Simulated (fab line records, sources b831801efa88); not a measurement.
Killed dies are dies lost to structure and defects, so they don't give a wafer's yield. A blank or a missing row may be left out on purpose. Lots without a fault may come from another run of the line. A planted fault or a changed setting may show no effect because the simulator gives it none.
Problem report in the 8D (eight disciplines) form, filled by code | flow sky130 | the parts of the form that need people (team, actions taken, sign-off) are left out

1. THE PROBLEM
chamber_pressure_pa at SKY_METAL1_SPUTTER_01 reads a mean of 0.3368 Pa on 9 wafers of 3 lots; wafers without a fault read 0.4000 Pa with a standard deviation of 0.00078. That is -81 standard deviations from the usual mean.
The step: material TiN, target thk 20 nm, time 16.7 s.
First seen on wafer L769.2, day 35 22:29, on pvd_sputter-01. The record holds 36 wafers of 12 lots with a number at this step. Rule for "out", or "out of limits": more than 4 standard deviations from the usual mean. The other wafers with a number count as sound.

2. WHAT IT IS AND WHAT IT IS NOT
question                    | is                     | is not
which readings at this step | chamber_pressure_pa    | -
which lots                  | L769, L772, L773       | L757, L758, L759, L760, L763, L764, L771, L775, L777
which wafers of those lots  | all that have a number | -
read on which tools         | pvd_sputter-01         | pvd_sputter-02, pvd_sputter-03
when                        | from day 35 22:29      | up to then (18 sound wafers); but 9 sound wafers of L771, L775, L777 came after

3. SUSPECTS, AND WHAT RULES EACH OUT
Counting: a tool at a process step up to the reading stays a suspect if it ran every lot that is out and no sound lot after the first of them.
- pvd_sputter-01 at SKY_METAL1_SPUTTER_01 (material TiN, target thk 20 nm, time 16.7 s): kept. It ran every lot that is out, first L769 (day 35 22:29), and no sound lot after that; its last sound lot up to then is L763 (day 34 18:22). Its own readings are out on those wafers: chamber_pressure_pa.
Left after counting: pvd_sputter-01 at SKY_METAL1_SPUTTER_01.

4. THE CAUSE (what the simulator had put in)
Process parameter drift: pvd_sputter-01, from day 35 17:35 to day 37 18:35, at SKY_METAL1_SPUTTER_01. Setting chamber_pressure_pa, moved by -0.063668, from 0.4. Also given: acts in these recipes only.
Counting left only this tool.

5. THE CHAIN OF EFFECTS, in route order
Each row: a reading whose mean over the struck wafers that have a number lies more than 3 standard deviations from the usual. Only readings for which the record gives a usual standard deviation are gone through. hours: the time from each lot's start at the first step in this table that gives one to its start at this step, as a median over the lots. sigmas: the change in usual standard deviations.
hours | step                  | reading             | usual     | on struck wafers | change  | sigmas
0     | SKY_METAL1_SPUTTER_01 | chamber_pressure_pa | 0.4000 Pa | 0.3368           | -0.0632 | -81
0     | SKY_METAL1_SPUTTER_01 | throttle_valve_pct  | 29.9 %    | 33.5             | +3.6    | +3.9
The process steps in it:
- SKY_METAL1_SPUTTER_01: material TiN, target thk 20 nm, time 16.7 s.
Later measuring or inspecting steps at which every struck wafer that the step has a row for has a number for every such reading, and none has moved that far: SKY_VIA2_THK_MEAS_01.

6. WHAT WOULD HAVE CAUGHT IT SOONER
In this record the first reading out of limits was taken at day 35 22:29, 5 hours after the fault began at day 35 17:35.
